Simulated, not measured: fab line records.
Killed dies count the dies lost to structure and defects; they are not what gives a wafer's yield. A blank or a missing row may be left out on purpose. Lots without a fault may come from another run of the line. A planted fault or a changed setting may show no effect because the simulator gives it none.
fab line records	flow sky130
[record] lots = 24	wafers = 72	last-day = 50
route steps=708 shown POLY_GATE@218 POLY_CUT@315 LI_CONTACT@364 LOCAL_INTERCONNECT@402
lots that met no fault: taken from a fault-free run of the same line
start-h: hours from the record's opening day to when the first of the lot's shown wafers began	wait-h: time in hours since the lot's previous step	" as in the row above	L1.1+2: a row that stands for several wafers	- no value, or no start was given	* or withheld: withheld	< > ~ a bound
route shown NAME@n: names a module that has steps shown in the file, with the first one's number in the route	usual: mean/standard deviation of fault-free wafers	same: alike in all rows	chamber/n: place in a boat	sites: per-site readings	_std_site: standard deviation across them	_edge_site: inner sites' mean taken away from outer sites' mean	radius-mm: for every site, how far away it sits from the centre of the wafer	mask NAME#n: copy n	behind: the tool/chamber that last shaped the wafer	hold: what put the lot on hold/how long, in hours/how the hold closed	device: the n, p or np transistor that did not switch	end of line: tests run on the same wafers once the route is complete	a step without rows: its recipe alone	killed: dies that structure and defects cost at the first sort, which is not the same as the wafer's yield	map: per-die view of a wafer (x killed, . not killed, _ where there is no die)
set.NAME: the setting that was run; set.NAME@STEP: the one run at that earlier step	model.NAME: the simulator's own value behind a step, which no gauge read
one table for each step of the route and one row for each wafer, over a sample of lots
services: when a tool's chamber went out of use (start-h, in hours from the record's first day, below 0 if earlier), for how many hours, and the reason
[[steps]]
[step SKY_POLY_GATE_THK_MEAS_04]
[recipe] reads = Si3N4_of_POLY_GATE_CVD_03
[usual] POLY_GATE_CVD_03_THK = 74.6/0.8
lot.wafer	tool	chamber	start-h	wait-h	POLY_GATE_CVD_03_THK[nm]
L074.3	film-metro-03	-	335.23	0.0	74.4
L074.5	"	-	"	"	75.1
L074.6	"	-	"	"	74.7
L075.1	film-metro-02	-	347.84	0.0	73.8
L075.4	"	-	"	"	73.6
L075.6	"	-	"	"	73.9
L076.1	film-metro-03	-	391.08	0.0	76.1
L076.2	"	-	"	"	74.9
L076.6	"	-	"	"	75.9
L077.1	film-metro-03	-	391.14	0.1	74.5
L077.4	"	-	"	"	73.9
L077.5	"	-	"	"	74.2
L078.1	film-metro-03	-	391.20	0.1	74.1
L078.3	"	-	"	"	73.7
L078.6	"	-	"	"	74.4
L080.2	film-metro-03	-	400.83	0.0	75.0
L080.5	"	-	"	"	74.4
L080.6	"	-	"	"	75.1
L079.3	film-metro-04	-	400.84	0.0	72.8
L079.4	"	-	"	"	73.1
L079.5	"	-	"	"	72.3
L082.2	film-metro-02	-	405.18	0.0	74.3
L082.5	"	-	"	"	73.5
L082.6	"	-	"	"	74.2
L081.3	film-metro-04	-	405.19	0.0	74.8
L081.5	"	-	"	"	74.7
L081.6	"	-	"	"	74.2
L084.1	film-metro-03	-	417.87	0.0	74.1
L084.5	"	-	"	"	73.4
L084.6	"	-	"	"	73.9
L083.1	film-metro-02	-	424.84	0.0	73.9
L083.2	"	-	"	"	73.8
L083.4	"	-	"	"	73.2
L085.3	film-metro-02	-	431.83	0.0	74.7
L085.5	"	-	"	"	74.2
L085.6	"	-	"	"	74.5
L086.1	film-metro-03	-	437.21	0.0	74.6
L086.2	"	-	"	"	75.0
L086.4	"	-	"	"	74.6
L087.2	film-metro-04	-	448.67	0.0	75.0
L087.3	"	-	"	"	75.8
L087.5	"	-	"	"	75.0
L088.1	film-metro-03	-	453.86	0.0	75.0
L088.2	"	-	"	"	74.7
L088.4	"	-	"	"	74.9
L089.2	film-metro-03	-	463.40	0.0	75.0
L089.5	"	-	"	"	74.5
L089.6	"	-	"	"	74.0
L090.2	film-metro-02	-	476.37	0.0	74.9
L090.4	"	-	"	"	73.7
L090.5	"	-	"	"	74.2
L091.3	film-metro-03	-	483.61	0.0	75.1
L091.4	"	-	"	"	74.7
L091.5	"	-	"	"	75.7
L092.2	film-metro-03	-	494.03	0.0	75.4
L092.4	"	-	"	"	75.4
L092.6	"	-	"	"	75.6
L093.1	film-metro-04	-	504.74	0.0	74.9
L093.2	"	-	"	"	75.3
L093.6	"	-	"	"	75.3
L094.1	film-metro-04	-	510.11	0.0	74.1
L094.3	"	-	"	"	74.2
L094.6	"	-	"	"	74.4
L095.1	film-metro-04	-	514.76	0.0	74.3
L095.3	"	-	"	"	75.2
L095.5	"	-	"	"	74.6
L096.3	film-metro-02	-	530.38	0.0	75.1
L096.5	"	-	"	"	74.5
L096.6	"	-	"	"	74.8
L097.1	film-metro-03	-	534.39	0.0	76.5
L097.2	"	-	"	"	76.3
L097.5	"	-	"	"	77.3
[step SKY_POLY_GATE_CD_MEAS_13]
[recipe] target-cd-nm = 150
[usual] cd-nm = 149.6/1.6
lot.wafer	tool	chamber	start-h	wait-h	cd-nm
L074.3	cd-sem-02	-	361.16	-	147.6
L074.5	"	-	"	"	147.5
L074.6	"	-	"	"	149.3
L075.1	cd-sem-01	-	374.55	-	150.5
L075.4	"	-	"	"	152.3
L075.6	"	-	"	"	149.9
L076.1	cd-sem-01	-	420.05	-	150.7
L076.2	"	-	"	"	151.0
L076.6	"	-	"	"	150.9
L077.1	cd-sem-02	-	420.22	-	146.8
L077.4	"	-	"	"	148.2
L077.5	"	-	"	"	147.7
L078.1	cd-sem-01	-	420.69	-	148.9
L078.3	"	-	"	"	149.1
L078.6	"	-	"	"	149.7
L079.3	cd-sem-01	-	430.41	-	149.6
L079.4	"	-	"	"	149.4
L079.5	"	-	"	"	150.0
L080.2	cd-sem-02	-	430.74	-	148.6
L080.5	"	-	"	"	150.0
L080.6	"	-	"	"	149.3
L082.2	cd-sem-01	-	435.46	-	148.2
L082.5	"	-	"	"	147.0
L082.6	"	-	"	"	147.5
L081.3	cd-sem-01	-	436.76	-	149.1
L081.5	"	-	"	"	149.0
L081.6	"	-	"	"	148.7
L084.1	cd-sem-01	-	449.75	-	148.9
L084.5	"	-	"	"	150.5
L084.6	"	-	"	"	150.2
L083.1	cd-sem-02	-	456.19	-	152.2
L083.2	"	-	"	"	149.6
L083.4	"	-	"	"	150.7
L085.3	cd-sem-01	-	462.69	-	149.4
L085.5	"	-	"	"	149.3
L085.6	"	-	"	"	148.0
L086.1	cd-sem-02	-	467.85	-	148.9
L086.2	"	-	"	"	149.1
L086.4	"	-	"	"	150.7
L087.2	cd-sem-01	-	479.39	-	147.6
L087.3	"	-	"	"	147.9
L087.5	"	-	"	"	147.8
L088.1	cd-sem-02	-	483.55	-	151.7
L088.2	"	-	"	"	152.5
L088.4	"	-	"	"	151.7
L089.2	cd-sem-02	-	493.87	-	149.2
L089.5	"	-	"	"	148.9
L089.6	"	-	"	"	149.5
L090.2	cd-sem-02	-	507.47	-	147.3
L090.4	"	-	"	"	146.6
L090.5	"	-	"	"	147.7
L091.3	cd-sem-01	-	513.56	-	148.5
L091.4	"	-	"	"	148.0
L091.5	"	-	"	"	148.6
L092.2	cd-sem-01	-	524.57	-	151.5
L092.4	"	-	"	"	151.3
L092.6	"	-	"	"	150.4
L093.1	cd-sem-02	-	535.57	-	151.5
L093.2	"	-	"	"	150.3
L093.6	"	-	"	"	150.9
L094.1	cd-sem-01	-	540.17	-	149.9
L094.3	"	-	"	"	149.7
L094.6	"	-	"	"	149.1
L095.1	cd-sem-02	-	545.02	-	153.2
L095.3	"	-	"	"	152.4
L095.5	"	-	"	"	152.5
L096.3	cd-sem-01	-	559.53	-	149.6
L096.5	"	-	"	"	150.9
L096.6	"	-	"	"	149.0
L097.1	cd-sem-02	-	564.34	-	150.1
L097.2	"	-	"	"	151.0
L097.5	"	-	"	"	149.9
[step SKY_POLY_CUT_CD_MEAS_08]
[recipe] target-cd-nm = 270
[usual] cd-nm = 269.9/1.1
lot.wafer	tool	chamber	start-h	wait-h	cd-nm
L074.3	cd-sem-02	-	549.58	-	271.8
L074.5	"	-	"	"	269.6
L074.6	"	-	"	"	271.4
L075.1	cd-sem-01	-	561.37	-	270.7
L075.4	"	-	"	"	269.4
L075.6	"	-	"	"	270.5
L076.1	cd-sem-01	-	606.04	-	270.4
L076.2	"	-	"	"	271.8
L076.6	"	-	"	"	271.7
L078.1	cd-sem-02	-	610.04	-	269.4
L078.3	"	-	"	"	270.0
L078.6	"	-	"	"	270.3
L077.1	cd-sem-01	-	610.12	-	270.5
L077.4	"	-	"	"	272.1
L077.5	"	-	"	"	271.0
L080.2	cd-sem-01	-	616.59	-	270.8
L080.5	"	-	"	"	272.5
L080.6	"	-	"	"	271.1
L079.3	cd-sem-01	-	618.31	-	270.5
L079.4	"	-	"	"	271.1
L079.5	"	-	"	"	270.0
L082.2	cd-sem-01	-	625.41	-	268.6
L082.5	"	-	"	"	266.8
L082.6	"	-	"	"	268.5
L081.3	cd-sem-01	-	625.71	-	269.9
L081.5	"	-	"	"	269.6
L081.6	"	-	"	"	269.7
L084.1	cd-sem-01	-	637.49	-	270.5
L084.5	"	-	"	"	269.9
L084.6	"	-	"	"	269.9
L083.1	cd-sem-01	-	641.54	-	269.6
L083.2	"	-	"	"	269.9
L083.4	"	-	"	"	270.3
L085.3	cd-sem-02	-	646.33	-	272.8
L085.5	"	-	"	"	271.9
L085.6	"	-	"	"	270.5
L086.1	cd-sem-01	-	651.92	-	271.8
L086.2	"	-	"	"	270.1
L086.4	"	-	"	"	271.1
L087.2	cd-sem-01	-	661.41	-	269.2
L087.3	"	-	"	"	268.8
L087.5	"	-	"	"	269.1
L088.1	cd-sem-02	-	665.12	-	268.5
L088.2	"	-	"	"	268.3
L088.4	"	-	"	"	268.4
L089.2	cd-sem-01	-	675.74	-	270.1
L089.5	"	-	"	"	270.3
L089.6	"	-	"	"	270.9
L090.2	cd-sem-01	-	686.66	-	268.9
L090.4	"	-	"	"	268.4
L090.5	"	-	"	"	269.0
L091.3	cd-sem-02	-	690.38	-	271.1
L091.4	"	-	"	"	270.3
L091.5	"	-	"	"	269.9
L092.2	cd-sem-02	-	704.46	-	269.8
L092.4	"	-	"	"	269.2
L092.6	"	-	"	"	270.2
L093.1	cd-sem-01	-	712.72	-	269.8
L093.2	"	-	"	"	269.4
L093.6	"	-	"	"	269.2
L094.1	cd-sem-01	-	715.84	-	267.2
L094.3	"	-	"	"	268.6
L094.6	"	-	"	"	268.0
L095.1	cd-sem-01	-	721.52	-	270.7
L095.3	"	-	"	"	269.7
L095.5	"	-	"	"	271.1
L096.3	cd-sem-02	-	735.93	-	270.6
L096.5	"	-	"	"	269.8
L096.6	"	-	"	"	270.4
L097.1	cd-sem-02	-	737.94	-	270.0
L097.2	"	-	"	"	268.7
L097.5	"	-	"	"	270.0
[step SKY_POLY_CUT_STRIP_12]
[recipe] chemistry = O2/N2	power-w = 1400	pressure-mtorr = 1500	platen-temp-c = withheld	o2-flow-sccm = 3000	n2-flow-sccm = 300	overash-fraction = 0.5
[usual] drypump-motor-current-A = 5.7/0.53	oes-product-au = 0.451/0.0045	strip-time-to-endpoint-s = 5.324/0.016
lot.wafer	tool	chamber	start-h	wait-h	drypump-motor-current-A	oes-product-au	rf-hours-counter-h	strip-time-to-endpoint-s
L074.3	plasma-asher-03	0	549.81	0.1	6.5	0.456	-	5.326
L074.5	"	1	"	"	5.9	0.458	-	5.329
L074.6	"	0	"	"	6.5	0.453	-	5.340
L075.1	plasma-asher-02	1	561.61	0.0	5.2	0.461	13	5.362
L075.4	"	1	"	"	5.2	0.452	-	5.335
L075.6	"	1	"	"	5.1	0.449	-	5.325
L076.1	plasma-asher-01	1	606.27	0.0	5.2	0.453	80	5.305
L076.2	"	0	"	"	5.8	0.454	80	5.318
L076.6	"	1	"	"	5.2	0.443	-	5.315
L078.1	plasma-asher-02	0	610.27	0.0	5.2	0.448	18	5.329
L078.3	"	0	"	"	5.2	0.462	-	5.324
L078.6	"	1	"	"	5.2	0.454	-	5.319
L077.1	plasma-asher-03	1	610.36	0.0	5.9	0.451	45	5.335
L077.4	"	0	"	"	6.5	0.459	-	5.334
L077.5	"	0	"	"	6.5	0.452	-	5.345
L080.2	plasma-asher-02	0	616.81	0.0	5.2	0.448	19	5.325
L080.5	"	1	"	"	5.2	0.454	-	5.346
L080.6	"	0	"	"	5.2	0.453	-	5.340
L079.3	plasma-asher-03	0	618.54	0.1	6.5	0.449	-	5.321
L079.4	"	1	"	"	5.8	0.454	-	5.299
L079.5	"	1	"	"	5.8	0.454	-	5.333
L082.2	plasma-asher-02	0	625.62	0.0	5.2	0.454	19	5.323
L082.5	"	0	"	"	5.2	0.443	-	5.327
L082.6	"	1	"	"	5.1	0.452	-	5.323
L081.3	plasma-asher-03	1	625.94	0.1	5.8	0.445	-	5.346
L081.5	"	1	"	"	5.9	0.458	-	5.332
L081.6	"	0	"	"	6.5	0.441	-	5.321
L084.1	plasma-asher-03	0	637.72	0.0	6.5	0.444	48	5.287
L084.5	"	1	"	"	5.9	0.452	-	5.324
L084.6	"	0	"	"	6.5	0.446	-	5.320
L083.1	plasma-asher-03	1	641.78	0.0	5.8	0.453	48	5.327
L083.2	"	0	"	"	6.5	0.446	48	5.315
L083.4	"	0	"	"	6.5	0.448	-	5.339
L085.3	plasma-asher-02	0	646.56	0.1	5.2	0.460	-	5.294
L085.5	"	0	"	"	5.2	0.454	-	5.336
L085.6	"	1	"	"	5.1	0.453	-	5.319
L086.1	plasma-asher-02	1	652.16	0.0	5.1	0.453	23	5.304
L086.2	"	0	"	"	5.2	0.448	23	5.309
L086.4	"	1	"	"	5.1	0.457	-	5.296
L087.2	plasma-asher-01	0	661.63	0.0	5.9	0.453	86	5.331
L087.3	"	1	"	"	5.2	0.450	-	5.345
L087.5	"	1	"	"	5.2	0.457	-	5.352
L088.1	plasma-asher-03	0	665.36	0.0	6.5	0.445	51	5.303
L088.2	"	1	"	"	5.9	0.450	51	5.305
L088.4	"	1	"	"	5.9	0.453	-	5.313
L089.2	plasma-asher-01	1	675.96	0.0	5.2	0.457	88	5.318
L089.5	"	0	"	"	5.8	0.450	-	5.319
L089.6	"	1	"	"	5.2	0.455	-	5.325
L090.2	plasma-asher-02	1	686.88	0.0	5.1	0.451	26	5.330
L090.4	"	1	"	"	5.1	0.447	-	5.323
L090.5	"	0	"	"	5.2	0.456	-	5.311
L091.3	plasma-asher-02	0	690.61	0.1	5.2	0.445	-	5.330
L091.4	"	1	"	"	5.2	0.454	-	5.322
L091.5	"	0	"	"	5.2	0.448	-	5.350
L092.2	plasma-asher-03	1	704.68	0.0	5.9	0.450	55	5.317
L092.4	"	0	"	"	6.4	0.458	-	5.331
L092.6	"	1	"	"	5.8	0.450	-	5.356
L093.1	plasma-asher-02	1	712.96	0.0	5.2	0.454	29	5.345
L093.2	"	0	"	"	5.2	0.462	29	5.332
L093.6	"	0	"	"	5.2	0.450	-	5.322
L094.1	plasma-asher-02	1	716.08	0.0	5.1	0.450	29	5.316
L094.3	"	0	"	"	5.2	0.450	-	5.306
L094.6	"	1	"	"	5.1	0.451	-	5.325
L095.1	plasma-asher-03	1	721.76	0.0	5.9	0.455	57	5.295
L095.3	"	1	"	"	5.9	0.447	-	5.312
L095.5	"	0	"	"	6.5	0.447	-	5.299
L096.3	plasma-asher-03	0	736.17	0.1	6.5	0.449	-	5.317
L096.5	"	0	"	"	6.5	0.450	-	5.309
L096.6	"	1	"	"	5.9	0.448	-	5.324
L097.1	plasma-asher-03	0	738.18	0.0	6.5	0.448	59	5.280
L097.2	"	1	"	"	5.8	0.454	59	5.318
L097.5	"	0	"	"	6.5	0.448	-	5.321
[step SKY_LI_CONTACT_CMP_02]
[recipe] material = PSG	down-force-psi = 4	platen-rpm = 60	pad-velocity-m-s = 0.94248
[usual] motor-current-A = 11.7/1.6	time-to-endpoint-s = 33/3.4
lot.wafer	tool	chamber	start-h	wait-h	motor-current-A	time-to-endpoint-s
L074.3	cmp-02	1	639.23	0.1	13.6	39
L074.5	"	0	"	"	10.3	35
L074.6	"	1	"	"	12.7	41
L075.1	cmp-01	0	649.23	0.1	10.0	30
L075.4	"	1	"	"	10.6	29
L075.6	"	0	"	"	9.9	29
L076.1	cmp-02	1	691.28	0.1	13.0	39
L076.2	"	0	"	"	10.7	34
L076.6	"	1	"	"	12.5	37
L078.1	cmp-01	2	695.32	0.1	14.1	32
L078.3	"	1	"	"	10.3	27
L078.6	"	3	"	"	11.4	34
L077.4	cmp-02	3	696.07	0.0	10.5	32
L077.1	"	0	"	"	10.3	32
L077.5	"	3	"	"	10.2	33
L080.2	cmp-01	2	702.81	0.2	14.6	35
L080.5	"	3	"	"	11.3	36
L080.6	"	0	"	"	9.9	31
L079.3	cmp-02	3	704.97	0.1	10.7	35
L079.4	"	0	"	"	10.7	35
L079.5	"	1	"	"	14.7	38
L082.2	cmp-01	3	712.93	0.2	11.4	35
L082.6	"	0	"	"	9.4	32
L082.5	"	1	"	"	10.7	27
L081.3	cmp-02	3	713.12	0.1	10.2	31
L081.5	"	1	"	"	13.1	36
L081.6	"	2	"	"	13.4	34
L084.1	cmp-01	1	721.72	0.2	11.3	30
L084.6	"	2	"	"	14.0	34
L084.5	"	3	"	"	10.6	34
L083.2	cmp-01	2	727.88	0.2	13.1	36
L083.1	"	0	"	"	9.8	31
L083.4	"	1	"	"	10.7	28
L085.3	cmp-01	2	731.92	0.2	13.2	32
L085.6	"	3	"	"	10.6	36
L085.5	"	0	"	"	10.0	30
L086.2	cmp-01	1	736.93	0.0	11.1	26
L086.4	"	2	"	"	13.4	30
L086.1	"	3	"	"	10.8	30
L087.3	cmp-02	1	748.00	2.7	13.7	38
L087.2	"	0	"	"	10.0	32
L087.5	"	2	"	"	13.4	35
L088.4	cmp-02	0	748.72	0.0	10.5	31
L088.2	"	1	"	"	13.3	39
L088.1	"	2	"	"	13.0	33
L089.2	cmp-01	3	760.12	0.1	10.2	34
L089.6	"	1	"	"	10.6	25
L089.5	"	2	"	"	12.7	32
L090.2	cmp-01	3	770.68	0.1	10.6	35
L090.4	"	0	"	"	10.0	33
L090.5	"	2	"	"	14.1	37
L091.4	cmp-02	1	774.08	0.0	13.4	38
L091.3	"	2	"	"	13.9	34
L091.5	"	1	"	"	13.6	36
L092.2	cmp-02	3	787.83	0.0	10.7	33
L092.4	"	2	"	"	14.0	38
L092.6	"	0	"	"	10.3	34
L093.1	cmp-01	3	795.97	0.1	10.7	34
L093.2	"	1	"	"	11.3	27
L093.6	"	3	"	"	10.8	36
L094.3	cmp-01	3	798.36	0.1	10.6	36
L094.1	"	2	"	"	13.2	34
L094.6	"	3	"	"	10.6	34
L095.1	cmp-02	1	803.79	0.1	12.9	35
L095.3	"	2	"	"	14.0	35
L095.5	"	2	"	"	14.0	31
L096.3	cmp-01	1	819.02	0.2	10.6	30
L096.6	"	2	"	"	13.0	33
L096.5	"	3	"	"	10.6	36
L097.1	cmp-02	0	819.37	0.1	9.8	34
L097.2	"	1	"	"	13.3	34
L097.5	"	0	"	"	10.5	32
[step SKY_LOCAL_INTERCONNECT_STRIP_15]
[recipe] chemistry = O2/N2	power-w = 1400	pressure-mtorr = 1500	platen-temp-c = withheld	o2-flow-sccm = 3000	n2-flow-sccm = 300	overash-fraction = 0.5
[usual] drypump-motor-current-A = 5.9/0.4	oes-product-au = 0.430/0.0046	strip-time-to-endpoint-s = 4.787/0.024
lot.wafer	tool	chamber	start-h	wait-h	drypump-motor-current-A	oes-product-au	rf-hours-counter-h	strip-time-to-endpoint-s
L074.3	plasma-asher-03	1	698.04	0.1	5.9	0.427	-	4.786
L074.5	"	0	"	"	6.5	0.425	-	4.791
L074.6	"	1	"	"	5.9	0.428	-	4.767
L075.1	plasma-asher-03	0	707.04	0.0	6.5	0.426	55	4.801
L075.4	"	1	"	"	5.8	0.430	-	4.756
L075.6	"	0	"	"	6.5	0.425	-	4.731
L076.1	plasma-asher-04	1	748.59	0.0	6.0	0.428	1	4.843
L076.2	"	0	"	"	6.0	0.422	1	4.797
L076.6	"	0	"	"	6.0	0.439	-	4.793
L078.1	plasma-asher-01	1	750.67	0.0	5.2	0.426	94	4.757
L078.3	"	0	"	"	5.9	0.424	-	4.738
L078.6	"	1	"	"	5.2	0.433	-	4.748
L077.1	plasma-asher-01	0	752.22	0.0	5.9	0.430	95	4.811
L077.4	"	1	"	"	5.2	0.429	-	4.789
L077.5	"	1	"	"	5.2	0.423	-	4.789
L080.2	plasma-asher-04	0	760.22	0.0	6.0	0.430	2	4.801
L080.5	"	0	"	"	6.0	0.433	-	4.774
L080.6	"	1	"	"	6.0	0.436	-	4.846
L079.3	plasma-asher-03	1	761.42	0.1	5.9	0.440	-	4.794
L079.4	"	0	"	"	6.5	0.426	-	4.779
L079.5	"	0	"	"	6.5	0.429	-	4.786
L082.2	plasma-asher-01	1	769.09	0.0	5.2	0.431	96	4.762
L082.5	"	0	"	"	5.9	0.434	-	4.828
L082.6	"	1	"	"	5.2	0.433	-	4.744
L081.3	plasma-asher-03	1	770.07	0.1	5.9	0.438	-	4.828
L081.5	"	0	"	"	6.5	0.427	-	4.813
L081.6	"	1	"	"	5.8	0.434	-	4.783
L084.1	plasma-asher-03	1	777.44	0.0	5.8	0.431	64	4.841
L084.5	"	0	"	"	6.5	0.420	-	4.832
L084.6	"	1	"	"	5.9	0.432	-	4.743
L083.1	plasma-asher-03	0	782.83	0.1	6.5	0.433	64	4.783
L083.2	"	1	"	"	5.9	0.433	64	4.751
L083.4	"	1	"	"	5.8	0.425	-	4.739
L085.3	plasma-asher-04	1	786.69	0.1	6.0	0.427	-	4.791
L085.5	"	0	"	"	5.9	0.424	-	4.770
L085.6	"	1	"	"	6.0	0.429	-	4.807
L086.1	plasma-asher-03	1	792.04	0.0	5.8	0.433	65	4.794
L086.2	"	0	"	"	6.5	0.429	65	4.789
L086.4	"	0	"	"	6.5	0.429	-	4.800
L087.2	plasma-asher-04	1	804.49	0.0	6.0	0.431	6	4.794
L087.3	"	1	"	"	6.0	0.432	-	4.793
L087.5	"	1	"	"	6.0	0.433	-	4.778
L088.1	plasma-asher-01	1	805.17	0.0	5.2	0.427	100	4.793
L088.2	"	0	"	"	5.8	0.427	100	4.805
L088.4	"	0	"	"	5.9	0.432	-	4.820
L089.2	plasma-asher-03	1	815.65	0.0	5.8	0.435	67	4.819
L089.5	"	1	"	"	5.8	0.434	-	4.796
L089.6	"	0	"	"	6.5	0.425	-	4.782
L090.2	plasma-asher-04	0	825.46	0.0	6.0	0.431	8	4.766
L090.4	"	1	"	"	6.0	0.428	-	4.773
L090.5	"	1	"	"	6.0	0.426	-	4.751
L091.3	plasma-asher-01	0	830.12	0.1	5.8	0.425	-	4.801
L091.4	"	1	"	"	5.2	0.436	-	4.780
L091.5	"	0	"	"	5.9	0.423	-	4.772
L092.2	plasma-asher-01	0	842.61	0.0	5.9	0.425	103	4.728
L092.4	"	1	"	"	5.2	0.432	-	4.803
L092.6	"	1	"	"	5.2	0.432	-	4.736
L093.1	plasma-asher-01	0	850.61	0.1	5.8	0.434	104	4.811
L093.2	"	1	"	"	5.2	0.424	104	4.802
L093.6	"	1	"	"	5.2	0.433	-	4.793
L094.1	plasma-asher-01	0	852.97	0.0	5.9	0.432	105	4.786
L094.3	"	1	"	"	5.2	0.425	-	4.785
L094.6	"	0	"	"	5.9	0.431	-	4.811
L095.1	plasma-asher-03	1	857.71	0.0	5.8	0.430	72	4.768
L095.3	"	1	"	"	5.8	0.427	-	4.789
L095.5	"	1	"	"	5.9	0.428	-	4.761
L096.3	plasma-asher-04	1	872.17	0.1	6.0	0.421	-	4.814
L096.5	"	1	"	"	6.0	0.441	-	4.789
L096.6	"	0	"	"	6.0	0.428	-	4.793
L097.1	plasma-asher-01	0	872.84	0.0	5.9	0.429	106	4.798
L097.2	"	1	"	"	5.2	0.431	106	4.760
L097.5	"	0	"	"	5.9	0.435	-	4.796
[[services]]
tool	chamber	start-h	hours	kind
cmp-02	-	543.56	1.2	repair
plasma-asher-04	-	547.84	2.8	pm
cmp-01	-	572.28	4.0	pm
plasma-asher-04	-	605.25	3.5	repair
cmp-01	-	617.05	1.3	repair
cmp-02	-	623.11	4.9	repair
plasma-asher-04	-	639.74	12.4	repair
cmp-01	-	643.39	0.4	repair
plasma-asher-01	-	686.45	1.6	repair
plasma-asher-02	-	706.84	2.8	pm
plasma-asher-01	-	713.09	11.4	repair
cmp-02	-	724.51	5.1	pm
plasma-asher-01	-	729.63	3.8	repair
cmp-02	-	732.31	0.9	repair
plasma-asher-04	-	733.75	9.0	pm
plasma-asher-02	-	734.41	14.6	pm
cmp-01	-	743.40	7.1	pm
cmp-02	-	744.00	4.0	pm
cmp-02	-	757.50	8.5	pm
cmp-02	-	801.82	0.2	repair
plasma-asher-01	-	807.18	2.8	pm
plasma-asher-04	-	814.16	3.2	repair
plasma-asher-04	-	839.51	3.7	repair
cmp-01	-	866.36	1.7	repair
[[key]]
fault none
